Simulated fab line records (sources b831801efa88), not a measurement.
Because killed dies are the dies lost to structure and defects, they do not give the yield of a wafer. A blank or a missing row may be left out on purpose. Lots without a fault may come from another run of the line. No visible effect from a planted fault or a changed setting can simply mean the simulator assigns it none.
fab line records || flow sky130
record: {"lots": 6, "wafers": 18, "last-day": 50}
route steps=708 shown LDD_N@249 LDD_P@255 PAD_OPEN@708
lots that met no fault: from a run of the same line without faults
start-h: hours from the record's opening day to when the first of the lot's shown wafers began || wait-h: time in hours since the lot's previous step || " repeats the value in the row above || L1.1+2: several wafers, shown together as one row || - either no value or no given start || * or withheld: withheld || < > ~ a bound
route shown NAME@n: NAME is a module with steps in the file, n the number in the route of the first one || usual: mean/standard deviation taken from wafers without a fault || same: alike in all rows || chamber/n: place in a boat || sites: readings site by site || _std_site: standard deviation of those values || _edge_site: the outer-site mean with the inner-site mean subtracted || radius-mm: how far each site lies from the wafer's centre || mask NAME#n: copy n || behind: the tool/chamber that last shaped the wafer || hold: what put the lot on hold/how long, in hours/how the hold closed || device: transistor that didn't switch, given as n, p or np || end of line: the same wafers' tests at the end of the route || a step without rows: its recipe alone || killed: at the first sort, the dies lost to defects and structure; wafer yield is something else || map: a wafer's dies, marking killed ones x, the rest . and places with no die _
set.NAME: the setting as run; set.NAME@STEP: as run at that earlier step || model.NAME: the simulator's own value behind a step, which no gauge read
certain route steps with their lots: each step a table, each wafer a row
services: the hour from which a tool's chamber was out of use, counted from the record's first day as start-h (under 0 if before that day), plus the number of hours and why
== steps ==
step: SKY_LDD_N_IMPLANT_12
recipe: {"species": "BF2", "energy-kev": 50, "dose-cm2": 5e+12, "tilt-deg": 30, "rotation-deg": 0}
step: SKY_LDD_N_IMPLANT_13
recipe: {"species": "BF2", "energy-kev": 50, "dose-cm2": 5e+12, "tilt-deg": 30, "rotation-deg": 90}
step: SKY_LDD_N_IMPLANT_14
recipe: {"species": "BF2", "energy-kev": 50, "dose-cm2": 5e+12, "tilt-deg": 30, "rotation-deg": 180}
step: SKY_LDD_N_IMPLANT_15
recipe: {"species": "BF2", "energy-kev": 50, "dose-cm2": 5e+12, "tilt-deg": 30, "rotation-deg": 270}
step: SKY_LDD_N_STRIP_16
recipe: {"chemistry": "O2/N2", "power-w": 1400, "pressure-mtorr": 1500, "platen-temp-c": "withheld", "o2-flow-sccm": 3000, "n2-flow-sccm": 300, "overash-fraction": 0.5}
usual: {"drypump-motor-current-A": "5.8/0.41", "oes-product-au": "0.407/0.0046", "strip-time-to-endpoint-s": "4.311/0.014"}
{"lot.wafer": "L207.1", "tool": "plasma-asher-01", "chamber": 1, "start-h": 429.72, "wait-h": 0.1, "drypump-motor-current-A": 6.1, "oes-product-au": 0.404, "rf-hours-counter-h": 27, "strip-time-to-endpoint-s": 4.310}
{"lot.wafer": "L207.3", "tool": "plasma-asher-01", "chamber": 0, "start-h": 429.72, "wait-h": 0.1, "drypump-motor-current-A": 5.7, "oes-product-au": 0.408, "rf-hours-counter-h": "-", "strip-time-to-endpoint-s": 4.311}
{"lot.wafer": "L207.6", "tool": "plasma-asher-01", "chamber": 1, "start-h": 429.72, "wait-h": 0.1, "drypump-motor-current-A": 6.1, "oes-product-au": 0.408, "rf-hours-counter-h": "-", "strip-time-to-endpoint-s": 4.294}
{"lot.wafer": "L213.1", "tool": "plasma-asher-03", "chamber": 1, "start-h": 493.17, "wait-h": 0.1, "drypump-motor-current-A": 5.7, "oes-product-au": 0.404, "rf-hours-counter-h": 6, "strip-time-to-endpoint-s": 4.317}
{"lot.wafer": "L213.2", "tool": "plasma-asher-03", "chamber": 0, "start-h": 493.17, "wait-h": 0.1, "drypump-motor-current-A": 5.2, "oes-product-au": 0.408, "rf-hours-counter-h": 6, "strip-time-to-endpoint-s": 4.319}
{"lot.wafer": "L213.5", "tool": "plasma-asher-03", "chamber": 1, "start-h": 493.17, "wait-h": 0.1, "drypump-motor-current-A": 5.7, "oes-product-au": 0.414, "rf-hours-counter-h": "-", "strip-time-to-endpoint-s": 4.312}
{"lot.wafer": "L214.3", "tool": "plasma-asher-01", "chamber": 0, "start-h": 499.45, "wait-h": 0.1, "drypump-motor-current-A": 5.7, "oes-product-au": 0.408, "rf-hours-counter-h": "-", "strip-time-to-endpoint-s": 4.293}
{"lot.wafer": "L214.4", "tool": "plasma-asher-01", "chamber": 1, "start-h": 499.45, "wait-h": 0.1, "drypump-motor-current-A": 6.1, "oes-product-au": 0.409, "rf-hours-counter-h": "-", "strip-time-to-endpoint-s": 4.311}
{"lot.wafer": "L214.5", "tool": "plasma-asher-01", "chamber": 1, "start-h": 499.45, "wait-h": 0.1, "drypump-motor-current-A": 6.1, "oes-product-au": 0.407, "rf-hours-counter-h": "-", "strip-time-to-endpoint-s": 4.295}
{"lot.wafer": "L222.2", "tool": "plasma-asher-02", "chamber": 1, "start-h": 562.57, "wait-h": 0.1, "drypump-motor-current-A": 6.5, "oes-product-au": 0.401, "rf-hours-counter-h": 88, "strip-time-to-endpoint-s": 4.287}
{"lot.wafer": "L222.4", "tool": "plasma-asher-02", "chamber": 0, "start-h": 562.57, "wait-h": 0.1, "drypump-motor-current-A": 6.3, "oes-product-au": 0.408, "rf-hours-counter-h": "-", "strip-time-to-endpoint-s": 4.296}
{"lot.wafer": "L222.6", "tool": "plasma-asher-02", "chamber": 0, "start-h": 562.57, "wait-h": 0.1, "drypump-motor-current-A": 6.3, "oes-product-au": 0.404, "rf-hours-counter-h": "-", "strip-time-to-endpoint-s": 4.283}
{"lot.wafer": "L223.2", "tool": "plasma-asher-01", "chamber": 0, "start-h": 583.22, "wait-h": 0.1, "drypump-motor-current-A": 5.7, "oes-product-au": 0.404, "rf-hours-counter-h": 43, "strip-time-to-endpoint-s": 4.309}
{"lot.wafer": "L223.3", "tool": "plasma-asher-01", "chamber": 0, "start-h": 583.22, "wait-h": 0.1, "drypump-motor-current-A": 5.8, "oes-product-au": 0.406, "rf-hours-counter-h": "-", "strip-time-to-endpoint-s": 4.314}
{"lot.wafer": "L223.4", "tool": "plasma-asher-01", "chamber": 1, "start-h": 583.22, "wait-h": 0.1, "drypump-motor-current-A": 6.1, "oes-product-au": 0.417, "rf-hours-counter-h": "-", "strip-time-to-endpoint-s": 4.325}
{"lot.wafer": "L227.2", "tool": "plasma-asher-01", "chamber": 0, "start-h": 615.62, "wait-h": 0.1, "drypump-motor-current-A": 5.7, "oes-product-au": 0.408, "rf-hours-counter-h": 46, "strip-time-to-endpoint-s": 4.295}
{"lot.wafer": "L227.4", "tool": "plasma-asher-01", "chamber": 0, "start-h": 615.62, "wait-h": 0.1, "drypump-motor-current-A": 5.7, "oes-product-au": 0.409, "rf-hours-counter-h": "-", "strip-time-to-endpoint-s": 4.307}
{"lot.wafer": "L227.6", "tool": "plasma-asher-01", "chamber": 1, "start-h": 615.62, "wait-h": 0.1, "drypump-motor-current-A": 6.1, "oes-product-au": 0.406, "rf-hours-counter-h": "-", "strip-time-to-endpoint-s": 4.311}
step: SKY_LDD_N_TW_MEAS_17
usual: {"LDD_N_TW": "2586/25"}
{"lot.wafer": "L207.1", "tool": "film-metro-02", "chamber": "-", "start-h": 429.82, "wait-h": 0.1, "LDD_N_TW": 2622}
{"lot.wafer": "L207.3", "tool": "film-metro-02", "chamber": "-", "start-h": 429.82, "wait-h": 0.1, "LDD_N_TW": 2623}
{"lot.wafer": "L207.6", "tool": "film-metro-02", "chamber": "-", "start-h": 429.82, "wait-h": 0.1, "LDD_N_TW": 2626}
{"lot.wafer": "L213.1", "tool": "film-metro-02", "chamber": "-", "start-h": 493.27, "wait-h": 0.1, "LDD_N_TW": 2580}
{"lot.wafer": "L213.2", "tool": "film-metro-02", "chamber": "-", "start-h": 493.27, "wait-h": 0.1, "LDD_N_TW": 2604}
{"lot.wafer": "L213.5", "tool": "film-metro-02", "chamber": "-", "start-h": 493.27, "wait-h": 0.1, "LDD_N_TW": 2589}
{"lot.wafer": "L214.3", "tool": "film-metro-01", "chamber": "-", "start-h": 499.54, "wait-h": 0.1, "LDD_N_TW": 2546}
{"lot.wafer": "L214.4", "tool": "film-metro-01", "chamber": "-", "start-h": 499.54, "wait-h": 0.1, "LDD_N_TW": 2570}
{"lot.wafer": "L214.5", "tool": "film-metro-01", "chamber": "-", "start-h": 499.54, "wait-h": 0.1, "LDD_N_TW": 2565}
{"lot.wafer": "L222.2", "tool": "film-metro-01", "chamber": "-", "start-h": 562.68, "wait-h": 0.1, "LDD_N_TW": 2544}
{"lot.wafer": "L222.4", "tool": "film-metro-01", "chamber": "-", "start-h": 562.68, "wait-h": 0.1, "LDD_N_TW": 2536}
{"lot.wafer": "L222.6", "tool": "film-metro-01", "chamber": "-", "start-h": 562.68, "wait-h": 0.1, "LDD_N_TW": 2572}
{"lot.wafer": "L223.2", "tool": "film-metro-03", "chamber": "-", "start-h": 583.33, "wait-h": 0.1, "LDD_N_TW": 2590}
{"lot.wafer": "L223.3", "tool": "film-metro-03", "chamber": "-", "start-h": 583.33, "wait-h": 0.1, "LDD_N_TW": 2591}
{"lot.wafer": "L223.4", "tool": "film-metro-03", "chamber": "-", "start-h": 583.33, "wait-h": 0.1, "LDD_N_TW": 2593}
{"lot.wafer": "L227.2", "tool": "film-metro-02", "chamber": "-", "start-h": 615.73, "wait-h": 0.1, "LDD_N_TW": 2608}
{"lot.wafer": "L227.4", "tool": "film-metro-02", "chamber": "-", "start-h": 615.73, "wait-h": 0.1, "LDD_N_TW": 2610}
{"lot.wafer": "L227.6", "tool": "film-metro-02", "chamber": "-", "start-h": 615.73, "wait-h": 0.1, "LDD_N_TW": 2611}
step: SKY_LDD_P_DEHYDRATE_00
recipe: {"temp-c": 200, "time-s": 60}
step: SKY_LDD_P_HMDS_01
recipe: {"prime-time-s": 60, "prime-temp-c": 120}
step: SKY_LDD_P_COAT_02
recipe: {"resist": "NOVOLAK", "spin-rpm": 3000, "resist-thk-nm": 1140}
step: SKY_LDD_P_SOFTBAKE_03
recipe: {"temp-c": 90, "time-s": 60, "resist": "NOVOLAK"}
step: SKY_LDD_P_EXPOSE_04
recipe: {"mask-id": "PSDM", "na": 0.6, "source-shape": "conventional", "sigma-outer": 0.6, "polarization": "unpolarized", "target-cd-nm": 380, "dose-mj": 138}
step: SKY_LDD_P_PEB_05
recipe: {"temp-c": "withheld", "time-s": "*", "resist": "NOVOLAK"}
step: SKY_LDD_P_DEVELOP_06
recipe: {"resist": "NOVOLAK", "developer": "TMAH", "develop-time-s": 60, "dev-temp-c": 23}
usual: {"chill-plate-temp-C": "22.99/0.11"}
{"lot.wafer": "L207.1", "tool": "litho-track-04", "chamber": 0, "start-h": 460.92, "wait-h": 0.1, "chill-plate-temp-C": 22.82}
{"lot.wafer": "L207.3", "tool": "litho-track-04", "chamber": 0, "start-h": 460.92, "wait-h": 0.1, "chill-plate-temp-C": 22.85}
{"lot.wafer": "L207.6", "tool": "litho-track-04", "chamber": 0, "start-h": 460.92, "wait-h": 0.1, "chill-plate-temp-C": 22.99}
{"lot.wafer": "L213.1", "tool": "litho-track-01", "chamber": 0, "start-h": 523.48, "wait-h": 0.1, "chill-plate-temp-C": 22.96}
{"lot.wafer": "L213.2", "tool": "litho-track-01", "chamber": 0, "start-h": 523.48, "wait-h": 0.1, "chill-plate-temp-C": 23.10}
{"lot.wafer": "L213.5", "tool": "litho-track-01", "chamber": 0, "start-h": 523.48, "wait-h": 0.1, "chill-plate-temp-C": 22.92}
{"lot.wafer": "L214.3", "tool": "litho-track-01", "chamber": 0, "start-h": 530.03, "wait-h": 0.1, "chill-plate-temp-C": 22.87}
{"lot.wafer": "L214.4", "tool": "litho-track-01", "chamber": 0, "start-h": 530.03, "wait-h": 0.1, "chill-plate-temp-C": 23.06}
{"lot.wafer": "L214.5", "tool": "litho-track-01", "chamber": 0, "start-h": 530.03, "wait-h": 0.1, "chill-plate-temp-C": 23.02}
{"lot.wafer": "L222.2", "tool": "litho-track-04", "chamber": 0, "start-h": 592.29, "wait-h": 0.1, "chill-plate-temp-C": 23.01}
{"lot.wafer": "L222.4", "tool": "litho-track-04", "chamber": 0, "start-h": 592.29, "wait-h": 0.1, "chill-plate-temp-C": 22.89}
{"lot.wafer": "L222.6", "tool": "litho-track-04", "chamber": 0, "start-h": 592.29, "wait-h": 0.1, "chill-plate-temp-C": 22.94}
{"lot.wafer": "L223.2", "tool": "litho-track-01", "chamber": 0, "start-h": 611.65, "wait-h": 0.1, "chill-plate-temp-C": 23.05}
{"lot.wafer": "L223.3", "tool": "litho-track-01", "chamber": 0, "start-h": 611.65, "wait-h": 0.1, "chill-plate-temp-C": 23.03}
{"lot.wafer": "L223.4", "tool": "litho-track-01", "chamber": 0, "start-h": 611.65, "wait-h": 0.1, "chill-plate-temp-C": 22.96}
{"lot.wafer": "L227.2", "tool": "litho-track-02", "chamber": 0, "start-h": 643.66, "wait-h": 0.1, "chill-plate-temp-C": 23.14}
{"lot.wafer": "L227.4", "tool": "litho-track-02", "chamber": 0, "start-h": 643.66, "wait-h": 0.1, "chill-plate-temp-C": 22.97}
{"lot.wafer": "L227.6", "tool": "litho-track-02", "chamber": 0, "start-h": 643.66, "wait-h": 0.1, "chill-plate-temp-C": 23.08}
step: SKY_LDD_P_CD_MEAS_07
recipe: {"target-cd-nm": 380}
usual: {"cd-nm": "380.3/2.8"}
{"lot.wafer": "L207.1", "tool": "cd-sem-01", "chamber": "-", "start-h": 461.07, "wait-h": 0.1, "cd-nm": 381.6}
{"lot.wafer": "L207.3", "tool": "cd-sem-01", "chamber": "-", "start-h": 461.07, "wait-h": 0.1, "cd-nm": 381.9}
{"lot.wafer": "L207.6", "tool": "cd-sem-01", "chamber": "-", "start-h": 461.07, "wait-h": 0.1, "cd-nm": 381.9}
{"lot.wafer": "L213.1", "tool": "cd-sem-01", "chamber": "-", "start-h": 523.63, "wait-h": 0.1, "cd-nm": 299.4}
{"lot.wafer": "L213.2", "tool": "cd-sem-01", "chamber": "-", "start-h": 523.63, "wait-h": 0.1, "cd-nm": 300.6}
{"lot.wafer": "L213.5", "tool": "cd-sem-01", "chamber": "-", "start-h": 523.63, "wait-h": 0.1, "cd-nm": 298.7}
{"lot.wafer": "L214.3", "tool": "cd-sem-02", "chamber": "-", "start-h": 530.17, "wait-h": 0.1, "cd-nm": 296.1}
{"lot.wafer": "L214.4", "tool": "cd-sem-02", "chamber": "-", "start-h": 530.17, "wait-h": 0.1, "cd-nm": 298.4}
{"lot.wafer": "L214.5", "tool": "cd-sem-02", "chamber": "-", "start-h": 530.17, "wait-h": 0.1, "cd-nm": 298.1}
{"lot.wafer": "L222.2", "tool": "cd-sem-02", "chamber": "-", "start-h": 592.47, "wait-h": 0.2, "cd-nm": 381.2}
{"lot.wafer": "L222.4", "tool": "cd-sem-02", "chamber": "-", "start-h": 592.47, "wait-h": 0.2, "cd-nm": 381.2}
{"lot.wafer": "L222.6", "tool": "cd-sem-02", "chamber": "-", "start-h": 592.47, "wait-h": 0.2, "cd-nm": 381.6}
{"lot.wafer": "L223.2", "tool": "cd-sem-01", "chamber": "-", "start-h": 611.80, "wait-h": 0.1, "cd-nm": 378.8}
{"lot.wafer": "L223.3", "tool": "cd-sem-01", "chamber": "-", "start-h": 611.80, "wait-h": 0.1, "cd-nm": 379.8}
{"lot.wafer": "L223.4", "tool": "cd-sem-01", "chamber": "-", "start-h": 611.80, "wait-h": 0.1, "cd-nm": 380.4}
{"lot.wafer": "L227.2", "tool": "cd-sem-02", "chamber": "-", "start-h": 643.80, "wait-h": 0.1, "cd-nm": 377.3}
{"lot.wafer": "L227.4", "tool": "cd-sem-02", "chamber": "-", "start-h": 643.80, "wait-h": 0.1, "cd-nm": 378.3}
{"lot.wafer": "L227.6", "tool": "cd-sem-02", "chamber": "-", "start-h": 643.80, "wait-h": 0.1, "cd-nm": 377.8}
step: SKY_LDD_P_OVL_MEAS_08
usual: {"LDD_P_OVL": "0.6/1.3"}
{"lot.wafer": "L207.1", "tool": "overlay-01", "chamber": "-", "start-h": 461.19, "wait-h": 0.1, "LDD_P_OVL[nm]": 2.7}
{"lot.wafer": "L207.3", "tool": "overlay-01", "chamber": "-", "start-h": 461.19, "wait-h": 0.1, "LDD_P_OVL[nm]": 2.2}
{"lot.wafer": "L207.6", "tool": "overlay-01", "chamber": "-", "start-h": 461.19, "wait-h": 0.1, "LDD_P_OVL[nm]": 1.7}
{"lot.wafer": "L213.1", "tool": "overlay-02", "chamber": "-", "start-h": 523.75, "wait-h": 0.1, "LDD_P_OVL[nm]": 0.9}
{"lot.wafer": "L213.2", "tool": "overlay-02", "chamber": "-", "start-h": 523.75, "wait-h": 0.1, "LDD_P_OVL[nm]": 1.0}
{"lot.wafer": "L213.5", "tool": "overlay-02", "chamber": "-", "start-h": 523.75, "wait-h": 0.1, "LDD_P_OVL[nm]": 2.5}
{"lot.wafer": "L214.3", "tool": "overlay-02", "chamber": "-", "start-h": 530.26, "wait-h": 0.1, "LDD_P_OVL[nm]": 0.3}
{"lot.wafer": "L214.4", "tool": "overlay-02", "chamber": "-", "start-h": 530.26, "wait-h": 0.1, "LDD_P_OVL[nm]": 1.1}
{"lot.wafer": "L214.5", "tool": "overlay-02", "chamber": "-", "start-h": 530.26, "wait-h": 0.1, "LDD_P_OVL[nm]": 0.2}
{"lot.wafer": "L222.2", "tool": "overlay-01", "chamber": "-", "start-h": 592.58, "wait-h": 0.1, "LDD_P_OVL[nm]": 0.9}
{"lot.wafer": "L222.4", "tool": "overlay-01", "chamber": "-", "start-h": 592.58, "wait-h": 0.1, "LDD_P_OVL[nm]": 1.4}
{"lot.wafer": "L222.6", "tool": "overlay-01", "chamber": "-", "start-h": 592.58, "wait-h": 0.1, "LDD_P_OVL[nm]": 1.5}
{"lot.wafer": "L223.2", "tool": "overlay-02", "chamber": "-", "start-h": 611.91, "wait-h": 0.1, "LDD_P_OVL[nm]": 1.2}
{"lot.wafer": "L223.3", "tool": "overlay-02", "chamber": "-", "start-h": 611.91, "wait-h": 0.1, "LDD_P_OVL[nm]": 0.0}
{"lot.wafer": "L223.4", "tool": "overlay-02", "chamber": "-", "start-h": 611.91, "wait-h": 0.1, "LDD_P_OVL[nm]": -0.9}
{"lot.wafer": "L227.2", "tool": "overlay-01", "chamber": "-", "start-h": 643.91, "wait-h": 0.1, "LDD_P_OVL[nm]": 1.2}
{"lot.wafer": "L227.4", "tool": "overlay-01", "chamber": "-", "start-h": 643.91, "wait-h": 0.1, "LDD_P_OVL[nm]": -0.1}
{"lot.wafer": "L227.6", "tool": "overlay-01", "chamber": "-", "start-h": 643.91, "wait-h": 0.1, "LDD_P_OVL[nm]": 1.7}
step: SKY_PAD_OPEN_PROBE_99
usual: {"killed_at_M0_to_M3": "43/6.3", "killed_at_M4_up": "3.3/1.7", "killed-at-contacts": "24/5.4", "killed-at-front-end": "16/4.6", "killed-at-other": "0.4/0.7", "killed-dies": "87/9.4", "killed-open": "47/6.9", "killed-short": "39/6.1"}
same: {"gross-dies": 492, "killed-at-back-side": 0}
{"lot.wafer": "L222.2", "tool": "prober-01", "chamber": "-", "start-h": 1176.37, "wait-h": 0.1, "killed_at_M0_to_M3": 36, "killed_at_M4_up": 4, "killed-at-contacts": 25, "killed-at-front-end": 12, "killed-at-other": 0, "killed-dies": 77, "killed-open": 50, "killed-short": 27}
{"lot.wafer": "L222.4", "tool": "prober-01", "chamber": "-", "start-h": 1176.47, "wait-h": 0.2, "killed_at_M0_to_M3": 49, "killed_at_M4_up": 4, "killed-at-contacts": 26, "killed-at-front-end": 13, "killed-at-other": 0, "killed-dies": 92, "killed-open": 60, "killed-short": 32}
{"lot.wafer": "L222.6", "tool": "prober-01", "chamber": "-", "start-h": 1176.57, "wait-h": 0.2, "killed_at_M0_to_M3": 38, "killed_at_M4_up": 2, "killed-at-contacts": 25, "killed-at-front-end": 14, "killed-at-other": 0, "killed-dies": 79, "killed-open": 45, "killed-short": 34}
{"lot.wafer": "L223.2", "tool": "prober-02", "chamber": "-", "start-h": 1189.38, "wait-h": 0.1, "killed_at_M0_to_M3": 41, "killed_at_M4_up": 5, "killed-at-contacts": 20, "killed-at-front-end": 7, "killed-at-other": 1, "killed-dies": 74, "killed-open": 39, "killed-short": 35}
{"lot.wafer": "L223.3", "tool": "prober-02", "chamber": "-", "start-h": 1189.43, "wait-h": 0.2, "killed_at_M0_to_M3": 41, "killed_at_M4_up": 1, "killed-at-contacts": 19, "killed-at-front-end": 14, "killed-at-other": 0, "killed-dies": 75, "killed-open": 34, "killed-short": 41}
{"lot.wafer": "L223.4", "tool": "prober-02", "chamber": "-", "start-h": 1189.48, "wait-h": 0.2, "killed_at_M0_to_M3": 34, "killed_at_M4_up": 2, "killed-at-contacts": 15, "killed-at-front-end": 11, "killed-at-other": 2, "killed-dies": 64, "killed-open": 36, "killed-short": 28}
killed by level:class
L222.2 VIA2:geometric-particle:open=10 VIA1:geometric-particle:open=9 CONTACT:geometric-particle:open=8 LI_CONTACT:geometric-particle:open=7 FIELD_ISO:geometric-particle:short=5 LOCAL_INTERCONNECT:geometric-particle:short=4 CONTACT:geometric-particle:short=4 VIA3:geometric-particle:open=4
L222.4 VIA3:geometric-particle:open=15 VIA1:geometric-particle:open=10 LI_CONTACT:geometric-particle:open=8 CONTACT:geometric-particle:open=8 VIA2:geometric-particle:short=6 VIA2:geometric-particle:open=6 LOCAL_INTERCONNECT:geometric-particle:short=5 FIELD_ISO:geometric-particle:open=4
L222.6 VIA1:geometric-particle:open=12 CONTACT:geometric-particle:open=10 CONTACT:geometric-particle:short=7 LI_CONTACT:geometric-particle:open=6 FIELD_ISO:geometric-particle:short=5 METAL1:geometric-particle:short=5 VIA3:geometric-particle:open=5 FIELD_ISO:geometric-particle:open=4
L223.2 VIA2:geometric-particle:open=10 VIA1:geometric-particle:open=8 METAL1:geometric-particle:short=6 LI_CONTACT:geometric-particle:short=4 LI_CONTACT:geometric-particle:open=4 LOCAL_INTERCONNECT:geometric-particle:short=4 CONTACT:geometric-particle:open=4 METAL2:geometric-particle:short=4
L223.3 VIA1:geometric-particle:open=11 CONTACT:geometric-particle:open=6 METAL3:geometric-particle:short=6 METAL1:geometric-particle:short=5 VIA1:geometric-particle:short=5 LI_CONTACT:geometric-particle:short=4 CONTACT:geometric-particle:short=4 METAL2:geometric-particle:short=4
L223.4 VIA1:geometric-particle:open=7 FIELD_ISO:geometric-particle:open=5 LI_CONTACT:geometric-particle:open=5 CONTACT:geometric-particle:open=5 VIA1:geometric-particle:short=5 METAL2:geometric-particle:short=5 VIA3:geometric-particle:open=4 METAL1:geometric-particle:short=4
== services ==
{"tool": "plasma-asher-01", "chamber": "-", "start-h": 408.23, "hours": 14.6, "kind": "pm"}
{"tool": "plasma-asher-03", "chamber": "-", "start-h": 421.25, "hours": 9.0, "kind": "pm"}
{"tool": "plasma-asher-03", "chamber": 0, "start-h": 421.25, "hours": 9.0, "kind": "vent-cycle"}
{"tool": "plasma-asher-03", "chamber": 1, "start-h": 421.25, "hours": 9.0, "kind": "vent-cycle"}
{"tool": "plasma-asher-03", "chamber": 0, "start-h": 430.25, "hours": "-", "kind": "clean"}
{"tool": "plasma-asher-03", "chamber": 1, "start-h": 430.25, "hours": "-", "kind": "clean"}
{"tool": "litho-track-04", "chamber": "-", "start-h": 443.87, "hours": "-", "kind": "consumable-replace:filter"}
{"tool": "plasma-asher-02", "chamber": "-", "start-h": 483.43, "hours": 1.0, "kind": "repair"}
{"tool": "plasma-asher-03", "chamber": "-", "start-h": 513.80, "hours": 15.6, "kind": "pm"}
{"tool": "plasma-asher-02", "chamber": "-", "start-h": 522.68, "hours": 2.8, "kind": "pm"}
== key ==
first-sign: {"step": "SKY_LDD_P_CD_MEAS_07", "reading": "cd-nm", "direction": "down", "sigmas": 29, "usual": 380.3, "struck": 298.5}
effect none on later readings
met-at SKY_LDD_P_DEVELOP_06
struck-wafers L213.1,L213.2,L213.5,L214.3,L214.4,L214.5
tester-left-out L213,L214
fault: {"kind": "process-parameter-drift", "tool": "litho-track-01", "chamber": "-", "onset-h": 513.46, "steps": "SKY_LDD_P_DEVELOP_06", "channel": "develop-time-s", "offset": "*", "shape": "step", "end-h": 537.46, "acts-in": "*", "stated": "*"}
tester-left-out: of these lots the tester's yield and bins aren't shown, on N5 and GAA mostly nor the transistor test; their killed dies are dies lost to structure and defects alone, not to doping, threshold or leakage, so they don't give the yield
